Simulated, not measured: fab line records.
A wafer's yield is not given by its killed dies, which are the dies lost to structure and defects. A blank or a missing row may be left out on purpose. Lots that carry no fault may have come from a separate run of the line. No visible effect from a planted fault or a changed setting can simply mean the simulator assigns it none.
A sampling plan put to the test | flow sky130 | one line in one fab, 57 faults in these records, each fault weighed on the records of the lots it struck
Plan = the line's own looks (route steps where a gauge or an inspection reads the wafer without altering it). Where struck wafers have a number at a look and the file lists that look's usual mean and standard deviation on fault-free wafers, the look can be judged. Caught: the struck wafers' mean, at a look after the fault's first step, is 4 or more of those standard deviations (sigma) away from the usual mean. On the tool: here the same test is run on the tool's own readings at the fault's steps. Another recipe on the struck wafers, or a record that is blank for them alone, also counts as caught.

## THE FAULTS, as the simulator had put them in
1. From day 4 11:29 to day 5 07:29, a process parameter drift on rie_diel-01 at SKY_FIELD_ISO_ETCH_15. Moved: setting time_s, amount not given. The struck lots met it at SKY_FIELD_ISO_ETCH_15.
2. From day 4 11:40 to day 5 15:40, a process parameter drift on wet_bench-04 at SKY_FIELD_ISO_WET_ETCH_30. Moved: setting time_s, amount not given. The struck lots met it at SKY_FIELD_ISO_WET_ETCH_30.
3. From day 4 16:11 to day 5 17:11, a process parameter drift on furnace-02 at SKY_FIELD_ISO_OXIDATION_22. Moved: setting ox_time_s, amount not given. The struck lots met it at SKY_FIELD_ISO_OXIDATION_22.
4. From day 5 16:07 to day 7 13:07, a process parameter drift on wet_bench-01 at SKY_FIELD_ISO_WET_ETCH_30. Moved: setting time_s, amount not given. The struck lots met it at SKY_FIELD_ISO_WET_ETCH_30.
5. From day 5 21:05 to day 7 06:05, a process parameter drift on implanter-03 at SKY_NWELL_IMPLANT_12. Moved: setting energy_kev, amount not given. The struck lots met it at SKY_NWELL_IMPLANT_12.
6. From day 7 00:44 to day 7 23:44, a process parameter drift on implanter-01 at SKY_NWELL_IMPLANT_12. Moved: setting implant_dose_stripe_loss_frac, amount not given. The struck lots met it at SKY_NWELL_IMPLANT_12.
7. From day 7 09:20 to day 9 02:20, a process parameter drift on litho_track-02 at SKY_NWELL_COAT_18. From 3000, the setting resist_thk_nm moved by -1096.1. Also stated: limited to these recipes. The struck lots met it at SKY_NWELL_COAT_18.
8. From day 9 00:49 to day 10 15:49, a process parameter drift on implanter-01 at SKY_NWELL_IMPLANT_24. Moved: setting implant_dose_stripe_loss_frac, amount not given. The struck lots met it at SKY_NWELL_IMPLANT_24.
9. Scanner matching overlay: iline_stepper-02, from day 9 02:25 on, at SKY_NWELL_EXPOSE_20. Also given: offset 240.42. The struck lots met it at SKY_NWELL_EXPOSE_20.
10. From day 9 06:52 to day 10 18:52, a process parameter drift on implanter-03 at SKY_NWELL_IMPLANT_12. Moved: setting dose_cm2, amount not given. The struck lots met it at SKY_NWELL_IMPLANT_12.
11. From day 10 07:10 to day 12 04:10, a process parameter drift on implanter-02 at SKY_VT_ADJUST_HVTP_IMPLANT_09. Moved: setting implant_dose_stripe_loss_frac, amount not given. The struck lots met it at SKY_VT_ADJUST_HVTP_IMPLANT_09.
12. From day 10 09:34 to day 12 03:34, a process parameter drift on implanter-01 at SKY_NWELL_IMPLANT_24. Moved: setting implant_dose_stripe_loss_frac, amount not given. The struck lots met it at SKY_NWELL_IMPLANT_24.
13. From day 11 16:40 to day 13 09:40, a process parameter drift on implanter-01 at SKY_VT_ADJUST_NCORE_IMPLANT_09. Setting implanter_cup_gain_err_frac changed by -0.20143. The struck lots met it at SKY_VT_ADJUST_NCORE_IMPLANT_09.
14. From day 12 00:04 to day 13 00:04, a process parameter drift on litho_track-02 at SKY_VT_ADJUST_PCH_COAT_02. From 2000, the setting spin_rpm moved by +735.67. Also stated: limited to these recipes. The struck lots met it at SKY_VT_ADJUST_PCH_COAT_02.
15. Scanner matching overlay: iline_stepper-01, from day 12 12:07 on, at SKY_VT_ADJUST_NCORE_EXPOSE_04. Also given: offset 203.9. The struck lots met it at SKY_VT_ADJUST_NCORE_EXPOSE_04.
16. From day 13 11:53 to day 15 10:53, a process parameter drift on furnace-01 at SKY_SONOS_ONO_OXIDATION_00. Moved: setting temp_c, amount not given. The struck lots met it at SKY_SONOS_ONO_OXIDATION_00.
17. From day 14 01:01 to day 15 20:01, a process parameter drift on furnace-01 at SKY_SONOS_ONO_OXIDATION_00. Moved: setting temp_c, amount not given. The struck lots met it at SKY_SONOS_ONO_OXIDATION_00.
18. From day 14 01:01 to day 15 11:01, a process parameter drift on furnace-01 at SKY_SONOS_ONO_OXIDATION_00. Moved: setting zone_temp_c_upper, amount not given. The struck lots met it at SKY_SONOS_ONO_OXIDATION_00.
19. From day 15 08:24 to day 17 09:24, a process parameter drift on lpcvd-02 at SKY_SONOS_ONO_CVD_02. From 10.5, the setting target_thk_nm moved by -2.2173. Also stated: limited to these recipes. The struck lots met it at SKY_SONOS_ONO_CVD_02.
20. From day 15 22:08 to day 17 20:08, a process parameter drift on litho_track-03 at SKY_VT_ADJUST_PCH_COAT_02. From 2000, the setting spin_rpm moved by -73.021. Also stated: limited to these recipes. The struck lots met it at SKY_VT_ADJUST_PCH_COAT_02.
21. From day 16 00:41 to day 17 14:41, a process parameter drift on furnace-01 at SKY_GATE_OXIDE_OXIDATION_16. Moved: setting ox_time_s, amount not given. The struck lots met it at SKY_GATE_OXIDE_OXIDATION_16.
22. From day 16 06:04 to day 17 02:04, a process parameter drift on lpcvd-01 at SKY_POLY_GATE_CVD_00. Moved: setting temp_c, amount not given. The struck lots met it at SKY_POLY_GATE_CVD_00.
23. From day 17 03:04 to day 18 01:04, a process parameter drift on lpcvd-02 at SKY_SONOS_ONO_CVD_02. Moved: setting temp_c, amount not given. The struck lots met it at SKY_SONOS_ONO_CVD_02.
24. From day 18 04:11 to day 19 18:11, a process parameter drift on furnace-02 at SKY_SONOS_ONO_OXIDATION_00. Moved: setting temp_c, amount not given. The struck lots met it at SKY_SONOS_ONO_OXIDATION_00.
25. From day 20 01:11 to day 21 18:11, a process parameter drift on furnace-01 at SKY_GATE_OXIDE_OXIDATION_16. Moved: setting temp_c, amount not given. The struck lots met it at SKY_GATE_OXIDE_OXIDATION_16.
26. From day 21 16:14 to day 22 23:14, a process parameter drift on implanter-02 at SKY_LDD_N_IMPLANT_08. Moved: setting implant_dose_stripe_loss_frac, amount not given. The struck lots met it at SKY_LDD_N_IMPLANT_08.
27. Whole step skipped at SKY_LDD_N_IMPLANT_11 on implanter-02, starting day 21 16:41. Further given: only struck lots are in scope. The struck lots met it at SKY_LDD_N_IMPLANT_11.
28. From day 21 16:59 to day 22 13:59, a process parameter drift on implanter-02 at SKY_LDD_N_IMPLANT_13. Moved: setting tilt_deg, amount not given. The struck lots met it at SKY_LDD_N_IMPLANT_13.
29. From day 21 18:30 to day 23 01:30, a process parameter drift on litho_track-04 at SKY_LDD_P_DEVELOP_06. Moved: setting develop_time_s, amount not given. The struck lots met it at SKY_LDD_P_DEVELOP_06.
30. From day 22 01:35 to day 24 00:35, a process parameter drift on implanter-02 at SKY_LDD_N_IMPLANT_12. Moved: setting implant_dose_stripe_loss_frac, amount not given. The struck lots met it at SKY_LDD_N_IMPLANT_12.
31. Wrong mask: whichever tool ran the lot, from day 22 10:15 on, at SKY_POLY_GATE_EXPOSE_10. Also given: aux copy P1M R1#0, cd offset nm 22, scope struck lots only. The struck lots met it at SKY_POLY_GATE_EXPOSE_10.
32. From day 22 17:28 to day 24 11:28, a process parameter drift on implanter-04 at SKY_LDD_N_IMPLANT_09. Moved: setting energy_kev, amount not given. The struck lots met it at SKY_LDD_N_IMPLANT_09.
33. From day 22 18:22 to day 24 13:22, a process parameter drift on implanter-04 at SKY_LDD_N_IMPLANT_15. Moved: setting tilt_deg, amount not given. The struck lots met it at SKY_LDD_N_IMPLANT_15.
34. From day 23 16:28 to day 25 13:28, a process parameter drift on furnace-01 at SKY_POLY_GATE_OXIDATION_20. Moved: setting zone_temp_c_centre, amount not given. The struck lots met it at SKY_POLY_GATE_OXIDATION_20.
35. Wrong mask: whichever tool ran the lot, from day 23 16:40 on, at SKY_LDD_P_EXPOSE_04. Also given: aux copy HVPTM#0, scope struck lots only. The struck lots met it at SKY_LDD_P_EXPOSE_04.
36. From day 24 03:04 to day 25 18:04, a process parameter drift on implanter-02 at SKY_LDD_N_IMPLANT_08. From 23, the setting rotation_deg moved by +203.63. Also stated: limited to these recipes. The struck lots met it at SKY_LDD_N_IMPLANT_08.
37. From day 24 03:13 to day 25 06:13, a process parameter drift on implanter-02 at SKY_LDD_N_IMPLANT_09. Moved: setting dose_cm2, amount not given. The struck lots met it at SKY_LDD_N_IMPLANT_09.
38. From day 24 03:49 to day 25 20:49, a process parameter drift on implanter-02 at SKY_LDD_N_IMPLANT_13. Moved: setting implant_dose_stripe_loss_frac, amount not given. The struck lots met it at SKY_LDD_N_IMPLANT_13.
39. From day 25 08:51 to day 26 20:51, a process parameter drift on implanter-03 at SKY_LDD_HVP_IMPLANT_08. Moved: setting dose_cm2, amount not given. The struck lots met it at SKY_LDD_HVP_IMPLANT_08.
40. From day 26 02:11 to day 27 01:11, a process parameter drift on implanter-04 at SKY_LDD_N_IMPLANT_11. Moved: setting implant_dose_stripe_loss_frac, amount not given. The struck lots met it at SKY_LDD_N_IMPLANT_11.
41. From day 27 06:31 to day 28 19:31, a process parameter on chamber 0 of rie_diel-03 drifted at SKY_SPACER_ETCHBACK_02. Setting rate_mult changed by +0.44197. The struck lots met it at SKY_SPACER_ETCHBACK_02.
42. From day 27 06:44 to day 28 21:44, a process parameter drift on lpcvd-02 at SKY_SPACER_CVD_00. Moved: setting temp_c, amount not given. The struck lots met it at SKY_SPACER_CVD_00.
43. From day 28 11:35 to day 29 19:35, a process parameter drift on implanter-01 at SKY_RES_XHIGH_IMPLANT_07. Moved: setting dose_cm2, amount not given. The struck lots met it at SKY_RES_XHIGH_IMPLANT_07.
44. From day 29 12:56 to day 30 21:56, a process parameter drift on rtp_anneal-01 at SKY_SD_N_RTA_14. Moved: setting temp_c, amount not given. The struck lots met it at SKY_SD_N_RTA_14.
45. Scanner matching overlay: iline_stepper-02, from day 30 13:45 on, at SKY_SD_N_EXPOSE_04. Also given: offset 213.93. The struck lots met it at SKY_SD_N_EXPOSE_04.
46. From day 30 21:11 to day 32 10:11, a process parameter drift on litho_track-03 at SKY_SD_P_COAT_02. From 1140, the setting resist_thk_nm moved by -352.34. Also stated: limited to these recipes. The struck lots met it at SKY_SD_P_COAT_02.
47. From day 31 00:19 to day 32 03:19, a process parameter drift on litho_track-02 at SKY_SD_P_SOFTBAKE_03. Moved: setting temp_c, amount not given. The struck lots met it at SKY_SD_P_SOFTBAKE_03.
48. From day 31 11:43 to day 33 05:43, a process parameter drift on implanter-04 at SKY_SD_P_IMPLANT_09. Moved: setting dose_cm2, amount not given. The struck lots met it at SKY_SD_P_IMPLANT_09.
49. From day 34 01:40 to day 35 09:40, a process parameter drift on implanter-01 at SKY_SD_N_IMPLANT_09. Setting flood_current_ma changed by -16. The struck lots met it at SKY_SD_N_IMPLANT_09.
50. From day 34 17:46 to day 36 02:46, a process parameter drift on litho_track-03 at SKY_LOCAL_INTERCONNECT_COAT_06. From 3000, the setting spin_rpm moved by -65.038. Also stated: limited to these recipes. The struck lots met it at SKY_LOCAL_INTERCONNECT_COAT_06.
51. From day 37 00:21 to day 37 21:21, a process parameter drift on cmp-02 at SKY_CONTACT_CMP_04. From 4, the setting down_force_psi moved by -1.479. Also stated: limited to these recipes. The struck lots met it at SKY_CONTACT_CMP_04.
52. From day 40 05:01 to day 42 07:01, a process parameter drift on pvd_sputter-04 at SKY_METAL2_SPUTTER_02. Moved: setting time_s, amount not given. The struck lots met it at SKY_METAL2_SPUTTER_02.
53. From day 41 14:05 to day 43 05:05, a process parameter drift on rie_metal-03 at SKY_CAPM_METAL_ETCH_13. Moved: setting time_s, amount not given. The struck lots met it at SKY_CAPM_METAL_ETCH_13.
54. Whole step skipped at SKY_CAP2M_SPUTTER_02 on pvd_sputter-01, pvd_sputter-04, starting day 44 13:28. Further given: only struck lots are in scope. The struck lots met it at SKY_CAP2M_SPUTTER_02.
55. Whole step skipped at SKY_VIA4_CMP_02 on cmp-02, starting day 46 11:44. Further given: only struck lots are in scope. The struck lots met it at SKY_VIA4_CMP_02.
56. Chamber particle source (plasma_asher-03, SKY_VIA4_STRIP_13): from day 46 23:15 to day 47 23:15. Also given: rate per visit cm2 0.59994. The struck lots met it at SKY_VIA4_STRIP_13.
57. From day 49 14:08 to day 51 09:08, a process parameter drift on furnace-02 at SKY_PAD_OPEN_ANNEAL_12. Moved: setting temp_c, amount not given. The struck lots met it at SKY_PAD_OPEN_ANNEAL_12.

## WHAT THE PLAN SAW
fault | on the tool itself                               | first look that catches it                      | reading, sigma                                                        | median hours from its first step to that look | hours from the fault's start to the first struck lot there | judged looks passed uncaught
1     | run_length_s -41 sigma                           | no look after it can be judged                  | -                                                                     | -                                             | -                                                          | 0
2     | run_length_s +12 sigma                           | none of the 4 looks that can be judged after it | -                                                                     | -                                             | -                                                          | 4
3     | no reading that can be judged                    | SKY_FIELD_ISO_THK_MEAS_23                       | FIELD_ISO_OXIDATION_01_THK -26                                        | 1.2                                           | 5                                                          | 0
4     | run_length_s +8.5 sigma                          | none of the 4 looks that can be judged after it | -                                                                     | -                                             | -                                                          | 4
5     | beam_energy_keV -99 or beyond sigma              | no look after it can be judged                  | -                                                                     | -                                             | -                                                          | 0
6     | no reading that can be judged                    | none of the 7 looks that can be judged after it | -                                                                     | -                                             | -                                                          | 7
7     | under 2 sigma                                    | not the one look that can be judged after it    | -                                                                     | -                                             | -                                                          | 1
8     | under 2 sigma                                    | none of the 7 looks that can be judged after it | -                                                                     | -                                             | -                                                          | 7
9     | no reading that can be judged                    | SKY_NWELL_OVL_MEAS_23                           | NWELL_01_OVL +99 or beyond                                            | 11.0                                          | 17                                                         | 0
10    | dose_ions_cm2 +99 or beyond sigma                | not the one look that can be judged after it    | strongest: NWELL_RS at SKY_NWELL_RS_MEAS_29, -3.5                     | -                                             | -                                                          | 1
11    | under 2 sigma                                    | SKY_VT_ADJUST_HVTP_TW_MEAS_11                   | VT_ADJUST_HVTP_TW -4.4                                                | 0.2                                           | 13                                                         | 0
12    | under 2 sigma                                    | none of the 7 looks that can be judged after it | -                                                                     | -                                             | -                                                          | 7
13    | beam_on_s +12 sigma                              | SKY_VT_ADJUST_NCORE_TW_MEAS_11                  | VT_ADJUST_NCORE_TW +9.2                                               | 0.2                                           | 2                                                          | 0
14    | spin_speed_rpm +99 or beyond sigma               | none of the 2 looks that can be judged after it | -                                                                     | -                                             | -                                                          | 2
15    | under 2 sigma                                    | SKY_VT_ADJUST_NCORE_OVL_MEAS_08                 | VT_ADJUST_NCORE_OVL +99 or beyond                                     | 12.6                                          | 33                                                         | 0
16    | tube_center_temp_C +62 sigma                     | not the one look that can be judged after it    | strongest: SONOS_ONO_OXIDATION_THK at SKY_SONOS_ONO_THK_MEAS_01, +2.7 | -                                             | -                                                          | 1
17    | tube_center_temp_C +99 or beyond sigma           | SKY_SONOS_ONO_THK_MEAS_01                       | SONOS_ONO_OXIDATION_THK +10                                           | 1.3                                           | 7                                                          | 0
18    | spike_tc_upper_C +31 sigma                       | SKY_SONOS_ONO_THK_MEAS_01                       | SONOS_ONO_OXIDATION_THK +6.2                                          | 1.3                                           | 7                                                          | 0
19    | no reading that can be judged                    | SKY_SONOS_ONO_THK_MEAS_03                       | SONOS_ONO_CVD_02_THK -16                                              | 1.1                                           | 5                                                          | 0
20    | spin_speed_rpm -51 sigma                         | none of the 2 looks that can be judged after it | -                                                                     | -                                             | -                                                          | 2
21    | under 2 sigma                                    | no look after it can be judged                  | -                                                                     | -                                             | -                                                          | 0
22    | susceptor_temp_C -16 sigma                       | SKY_POLY_GATE_THK_MEAS_01                       | POLY_GATE_CVD_00_THK -11                                              | 1.2                                           | 6                                                          | 0
23    | spike_tc_centre_C -9.9 sigma                     | SKY_SONOS_ONO_THK_MEAS_03                       | SONOS_ONO_CVD_02_THK -12                                              | 1.0                                           | 7                                                          | 0
24    | tube_center_temp_C +97 sigma                     | SKY_SONOS_ONO_THK_MEAS_01                       | SONOS_ONO_OXIDATION_THK +4.8                                          | 1.4                                           | 8                                                          | 0
25    | tube_center_temp_C -99 or beyond sigma           | no look after it can be judged                  | -                                                                     | -                                             | -                                                          | 0
26    | no reading that can be judged                    | none of the 5 looks that can be judged after it | -                                                                     | -                                             | -                                                          | 5
27    | the tool's record is blank for the struck wafers | SKY_LDD_N_TW_MEAS_17                            | LDD_N_TW -5.4                                                         | 0.8                                           | 3                                                          | 0
28    | tilt_deg -99 or beyond sigma                     | no look after it can be judged                  | -                                                                     | -                                             | -                                                          | 0
29    | under 2 sigma                                    | SKY_LDD_P_CD_MEAS_07                            | cd_nm -31                                                             | 0.2                                           | 11                                                         | 0
30    | under 2 sigma                                    | none of the 6 looks that can be judged after it | -                                                                     | -                                             | -                                                          | 6
31    | under 2 sigma                                    | SKY_POLY_GATE_CD_MEAS_13                        | cd_nm +16                                                             | 15.3                                          | 16                                                         | 0
32    | beam_energy_keV -99 or beyond sigma              | no look after it can be judged                  | -                                                                     | -                                             | -                                                          | 0
33    | under 2 sigma                                    | none of the 6 looks that can be judged after it | -                                                                     | -                                             | -                                                          | 6
34    | spike_tc_centre_C +22 sigma                      | SKY_POLY_GATE_THK_MEAS_21                       | POLY_GATE_OXIDATION_THK +11                                           | 1.3                                           | 4                                                          | 0
35    | no reading that can be judged                    | SKY_LDD_P_TW_MEAS_11                            | LDD_P_TW -83                                                          | 15.1                                          | 33                                                         | 0
36    | rotation_deg +99 or beyond sigma                 | no look after it can be judged                  | -                                                                     | -                                             | -                                                          | 0
37    | dose_ions_cm2 +99 or beyond sigma                | no look after it can be judged                  | -                                                                     | -                                             | -                                                          | 0
38    | under 2 sigma                                    | none of the 6 looks that can be judged after it | -                                                                     | -                                             | -                                                          | 6
39    | dose_ions_cm2 -99 or beyond sigma                | SKY_LDD_HVP_TW_MEAS_10                          | LDD_HVP_TW -6.3                                                       | 0.3                                           | 0                                                          | 0
40    | no reading that can be judged                    | none of the 6 looks that can be judged after it | -                                                                     | -                                             | -                                                          | 6
41    | under 2 sigma                                    | not the one look that can be judged after it    | -                                                                     | -                                             | -                                                          | 1
42    | spike_tc_lower_C -7.5 sigma                      | SKY_SPACER_THK_MEAS_01                          | SPACER_CVD_00_THK -12                                                 | 1.2                                           | 14                                                         | 0
43    | dose_ions_cm2 -99 or beyond sigma                | SKY_SD_N_RS_MEAS_18                             | RES_XHIGH_RS +36                                                      | 28.9                                          | 31                                                         | 0
44    | wafer_temp_C_max -27 sigma                       | SKY_SD_N_RS_MEAS_16                             | SD_N_RS +40                                                           | 0.2                                           | 1                                                          | 0
45    | under 2 sigma                                    | SKY_SD_N_OVL_MEAS_08                            | SD_N_OVL +99 or beyond                                                | 13.8                                          | 20                                                         | 0
46    | under 2 sigma                                    | SKY_SD_P_CD_MEAS_07                             | cd_nm +14                                                             | 14.5                                          | 18                                                         | 0
47    | heater_power_total_W -68 sigma                   | not the one look that can be judged after it    | -                                                                     | -                                             | -                                                          | 1
48    | dose_ions_cm2 +99 or beyond sigma                | SKY_SD_N_RS_MEAS_17                             | SD_P_RS -7.7                                                          | 54.6                                          | 58                                                         | 0
49    | no reading that can be judged                    | no look after it can be judged                  | -                                                                     | -                                             | -                                                          | 0
50    | spin_speed_rpm -37 sigma                         | none of the 3 looks that can be judged after it | -                                                                     | -                                             | -                                                          | 3
51    | head_pressure_psi -99 or beyond sigma            | no look after it can be judged                  | -                                                                     | -                                             | -                                                          | 0
52    | under 2 sigma                                    | SKY_METAL2_RS_MEAS_05                           | METAL2_ALCU_RS +12                                                    | 0.1                                           | 3                                                          | 0
53    | run_length_s +6.1 sigma                          | no look after it can be judged                  | -                                                                     | -                                             | -                                                          | 0
54    | the tool's record is blank for the struck wafers | no look after it can be judged                  | -                                                                     | -                                             | -                                                          | 0
55    | the tool's record is blank for the struck wafers | SKY_VIA4_BOW_MEAS_03                            | VIA4_BOW +5.5                                                         | 0.3                                           | 3                                                          | 0
56    | under 2 sigma                                    | no look after it can be judged                  | -                                                                     | -                                             | -                                                          | 0
57    | spike_tc_lower_C -45 sigma                       | not the one look that can be judged after it    | -                                                                     | -                                             | -                                                          | 1
Dash: fault not caught, or number not given in these records.

Caught at a look: 25 of 57. Caught on the tool: 33 of 57. By one or the other: 44 of 57.
Faults caught by the tool alone: 1, 2, 4, 5, 10, 14, 16, 20, 25, 28, 32, 36, 37, 47, 50, 51, 53, 54, 57.
Caught at a look alone: faults 3, 9, 11, 15, 19, 29, 31, 35, 45, 46, 52.
Caught by neither: faults 6, 7, 8, 12, 21, 26, 30, 33, 38, 40, 41, 49, 56.

## THINNER SAMPLING
In the worst case, this is how late the first struck lot would be measured if the look that catches a fault measured only every second or every third lot, by lot number:
fault | struck lots at that look, in order of time | every lot | every second lot | every third lot
3     | L102, L103                                 | 5 h       | 13 h             | may miss all 2
9     | L712, L714                                 | 17 h      | may miss all 2   | may miss all 2
11    | L695, L698                                 | 13 h      | 22 h             | may miss all 2
13    | L968, L972                                 | 2 h       | may miss all 2   | may miss all 2
15    | L289, L290                                 | 33 h      | 46 h             | may miss all 2
17    | L849, L852                                 | 7 h       | 26 h             | may miss all 2
18    | L282, L285                                 | 7 h       | 26 h             | may miss all 2
19    | L119, L120, L121                           | 5 h       | 37 h             | 37 h
22    | L819, L820                                 | 6 h       | 18 h             | may miss all 2
23    | L685, L684, L687                           | 7 h       | 9 h              | may miss all 3
24    | L694, L696, L695                           | 8 h       | 25 h             | 25 h
27    | L392, L393, L395                           | 3 h       | 16 h             | may miss all 3
29    | L173, L176                                 | 11 h      | 31 h             | may miss all 2
31    | L298                                       | 16 h      | may miss it      | may miss it
34    | L423, L424, L425                           | 4 h       | 10 h             | 27 h
35    | L218                                       | 33 h      | may miss it      | may miss it
39    | L717, L718                                 | 0 h       | 1 h              | may miss all 2
42    | L947, L949                                 | 14 h      | may miss all 2   | may miss all 2
43    | L639, L640                                 | 31 h      | 37 h             | may miss all 2
44    | L343, L346, L348                           | 1 h       | 5 h              | may miss all 3
45    | L296, L295                                 | 20 h      | 21 h             | may miss all 2
46    | L452, L454                                 | 18 h      | may miss all 2   | may miss all 2
48    | L756, L755                                 | 58 h      | 60 h             | may miss all 2
52    | L774, L775                                 | 3 h       | 10 h             | may miss all 2
55    | L901, L904, L903                           | 3 h       | 10 h             | may miss all 3
Hours: fault start to first struck lot measured. The limit of 4 sigma was tested on all struck wafers together, so one lot alone may lie under it. Other struck lots may not be in these records.

## THE LONGEST TIMED WAY FROM STEP TO LOOK
Fault 48: the median time between SKY_SD_P_IMPLANT_09 and SKY_SD_N_RS_MEAS_17 is 54.6 hours. No look between them can be judged.
